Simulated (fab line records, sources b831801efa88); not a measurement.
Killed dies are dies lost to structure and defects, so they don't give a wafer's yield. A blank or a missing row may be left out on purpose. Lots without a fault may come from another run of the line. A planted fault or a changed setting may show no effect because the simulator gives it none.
Which tool did it? | flow sky130 | 9 lots, 27 wafers sampled, at 6 steps of a route of 708

WHAT THE GAUGES READ, wafer by wafer
SKY_VIA4_RS_MEAS_19: measures by four-point-probe. Usual: VIA4_W_RS 0.216 ohm/sq, standard deviation 0.0046.
lot  | measured     | on            | VIA4_W_RS (ohm/sq)                  | flag
L157 | day 43 19:11 | film_metro-03 | 0.152 0.152 0.152 0.151 0.152 0.152 | OFF
L160 | day 44 12:46 | film_metro-02 | 0.157 0.150 0.151 0.157 0.150 0.151 | OFF
L167 | day 46 14:38 | film_metro-01 | 0.210 0.219 0.208                   |
L169 | day 46 19:37 | film_metro-03 | 0.209 0.208 0.221                   |
L172 | day 47 15:55 | film_metro-02 | 0.218 0.222 0.220                   |
L173 | day 47 21:50 | film_metro-01 | 0.215 0.215 0.214                   |
L174 | day 47 22:01 | film_metro-02 | 0.221 0.210 0.225                   |
L176 | day 48 07:46 | film_metro-02 | 0.211 0.220 0.210                   |
L177 | day 48 17:24 | film_metro-01 | 0.212 0.210 0.220                   |

SKY_VIA4_THK_MEAS_20: measures by xrf. Usual: VIA4_W_THK 517 nm, standard deviation 12.
lot  | measured     | on            | VIA4_W_THK (nm)         | flag
L157 | day 43 23:26 | film_metro-03 | 718 715 710 724 718 714 | OFF
L160 | day 44 15:49 | film_metro-02 | 713 742 738 719 740 742 | OFF
L167 | day 46 14:44 | film_metro-01 | 533 509 537             |
L169 | day 46 19:44 | film_metro-03 | 531 530 506             |
L172 | day 47 16:02 | film_metro-02 | 511 506 506             |
L173 | day 47 21:58 | film_metro-01 | 519 518 515             |
L174 | day 47 22:07 | film_metro-02 | 504 532 497             |
L176 | day 48 07:52 | film_metro-02 | 528 505 532             |
L177 | day 48 17:31 | film_metro-01 | 527 533 507             |

WHICH TOOL RAN EACH LOT (tool, then ch and the chambers of the sampled wafers, then the start)
lot  | SKY_METAL4_SPUTTER_01        | SKY_CAP2M_METAL_ETCH_13           | SKY_METAL4_DESCUM_15              | SKY_VIA4_CVD_18
L157 | pvd_sputter-04, day 40 18:34 | rie_metal-04 ch 0, day 41 18:19   | rie_metal-04 ch 0,1, day 42 18:51 | cvd_w-02 ch 1, day 43 19:01
L160 | pvd_sputter-03, day 41 12:26 | rie_metal-04 ch 0,1, day 42 12:08 | rie_metal-03 ch 0,1, day 43 12:13 | cvd_w-02 ch 0,1, day 44 12:38
L167 | pvd_sputter-01, day 43 18:02 | rie_metal-02 ch 0,1, day 44 17:31 | rie_metal-02 ch 0,1, day 45 15:49 | cvd_w-02 ch 0,1, day 46 14:30
L169 | pvd_sputter-01, day 44 00:14 | rie_metal-02 ch 0,1, day 44 22:59 | rie_metal-04 ch 0,1, day 45 20:55 | cvd_w-02 ch 0,1, day 46 19:27
L172 | pvd_sputter-01, day 44 23:50 | rie_metal-01 ch 0, day 45 21:08   | rie_metal-04 ch 0, day 46 18:00   | cvd_w-02 ch 0, day 47 15:46
L173 | pvd_sputter-01, day 45 05:45 | rie_metal-04 ch 0,1, day 46 02:35 | rie_metal-03 ch 0,1, day 46 23:23 | cvd_w-01 ch 0,1, day 47 21:41
L174 | pvd_sputter-04, day 45 06:32 | rie_metal-02 ch 0,1, day 46 03:11 | rie_metal-04 ch 0,1, day 47 00:16 | cvd_w-02 ch 0,1, day 47 21:50
L176 | pvd_sputter-01, day 45 16:27 | rie_metal-04 ch 0,1, day 46 12:59 | rie_metal-03 ch 0,1, day 47 09:41 | cvd_w-02 ch 0,1, day 48 07:38
L177 | pvd_sputter-01, day 46 01:52 | rie_metal-04 ch 1, day 46 22:50   | rie_metal-04 ch 0,1, day 47 20:07 | cvd_w-02 ch 0,1, day 48 17:13
- SKY_METAL4_SPUTTER_01: material TiN, target thk 20 nm, time 16.7 s.
- SKY_CAP2M_METAL_ETCH_13: etches TiN in Cl2/BCl3, stops on SiO2, target depth 220 nm, time 62.9 s.
- SKY_METAL4_DESCUM_15: chemistry O2, time 8 s.
- SKY_VIA4_CVD_18: deposits W, target thk 505 nm, time 152.14 s.

WHAT THE TOOLS THEMSELVES READ (means of the sampled wafers that have a number; where no wafer has one, the mark that the record gives instead)
SKY_METAL4_SPUTTER_01. Usual: throttle_valve_pct 30.0 %, standard deviation 0.78.
lot  | tool           | throttle_valve_pct (%) | flag
L157 | pvd_sputter-04 | 30.1                   |
L160 | pvd_sputter-03 | 31.0                   |
L167 | pvd_sputter-01 | 29.9                   |
L169 | pvd_sputter-01 | 29.4                   |
L172 | pvd_sputter-01 | 29.3                   |
L173 | pvd_sputter-01 | 30.0                   |
L174 | pvd_sputter-04 | 29.9                   |
L176 | pvd_sputter-01 | 28.9                   |
L177 | pvd_sputter-01 | 29.9                   |

SKY_CAP2M_METAL_ETCH_13. Usual: bcl3_flow_sccm 30.01 sccm, standard deviation 0.096; drypump_motor_current_A 6.0 A, standard deviation 0.33; oes_product_au 0.941 a.u., standard deviation 0.0073; throttle_valve_pct 21.901 %, standard deviation 0.01.
lot  | tool         | bcl3_flow_sccm (sccm) | drypump_motor_current_A (A) | oes_product_au (a.u.) | throttle_valve_pct (%) | flag
L157 | rie_metal-04 | 30.10                 | 6.1                         | 0.938                 | 21.913                 |
L160 | rie_metal-04 | 29.91                 | 6.2                         | 0.950                 | 21.898                 |
L167 | rie_metal-02 | 29.96                 | 5.8                         | 0.944                 | 21.901                 |
L169 | rie_metal-02 | 30.07                 | 5.8                         | 0.944                 | 21.895                 |
L172 | rie_metal-01 | 30.03                 | 5.4                         | 0.945                 | 21.895                 |
L173 | rie_metal-04 | 30.10                 | 6.2                         | 0.946                 | 21.897                 |
L174 | rie_metal-02 | 30.00                 | 5.9                         | 0.943                 | 21.892                 |
L176 | rie_metal-04 | 30.01                 | 6.2                         | 0.947                 | 21.886                 |
L177 | rie_metal-04 | 30.05                 | 6.2                         | 0.938                 | 21.908                 |

SKY_METAL4_DESCUM_15. Usual: drypump_motor_current_A 5.9 A, standard deviation 0.48; oes_product_au 0.996 a.u., standard deviation 0.013.
lot  | tool         | drypump_motor_current_A (A) | oes_product_au (a.u.) | flag
L157 | rie_metal-04 | 6.2                         | 0.987                 |
L160 | rie_metal-03 | 5.5                         | 0.998                 |
L167 | rie_metal-02 | 5.8                         | 0.996                 |
L169 | rie_metal-04 | 6.1                         | 0.995                 |
L172 | rie_metal-04 | 6.1                         | 0.992                 |
L173 | rie_metal-03 | 5.9                         | 1.004                 |
L174 | rie_metal-04 | 6.1                         | 0.986                 |
L176 | rie_metal-03 | 5.5                         | 1.006                 |
L177 | rie_metal-04 | 6.1                         | 0.994                 |

SKY_VIA4_CVD_18. Usual: heater_power_w 842 W, standard deviation 76; susceptor_temp_C 402.09 C, standard deviation 0.22.
lot  | tool     | heater_power_w (W) | susceptor_temp_C (C) | flag
L157 | cvd_w-02 | 897                | 402.50               |
L160 | cvd_w-02 | 844                | 402.00               |
L167 | cvd_w-02 | 839                | 401.86               |
L169 | cvd_w-02 | 852                | 402.10               |
L172 | cvd_w-02 | 742                | 402.27               |
L173 | cvd_w-01 | 886                | 402.04               |
L174 | cvd_w-02 | 794                | 402.03               |
L176 | cvd_w-02 | 858                | 402.30               |
L177 | cvd_w-02 | 863                | 402.23               |

THE ANSWER, worked out from the rows above alone
Rule: a lot is off if the mean of its wafers that have a number lies more than 3 standard deviations from the usual mean. A lot without any number at a reading at which 4 lots or more have one is off too. The other lots that the step has rows for count as sound. The gauges are gone through in route order, then the tools' own readings, and for those a lot's mean is taken as printed above. The first step at which some lot is off is used, and at that step the reading that is off furthest; a lot without a number counts as furthest.
Off: L157, L160, at SKY_VIA4_RS_MEAS_19 (VIA4_W_RS).
A tool fits if, at a process step before that reading, it ran every lot that is off, and no sound lot after the first of them. The gauges at SKY_VIA4_RS_MEAS_19 are tried like those tools. None of those tried fits.

WHAT THE SIMULATOR HAD PUT IN
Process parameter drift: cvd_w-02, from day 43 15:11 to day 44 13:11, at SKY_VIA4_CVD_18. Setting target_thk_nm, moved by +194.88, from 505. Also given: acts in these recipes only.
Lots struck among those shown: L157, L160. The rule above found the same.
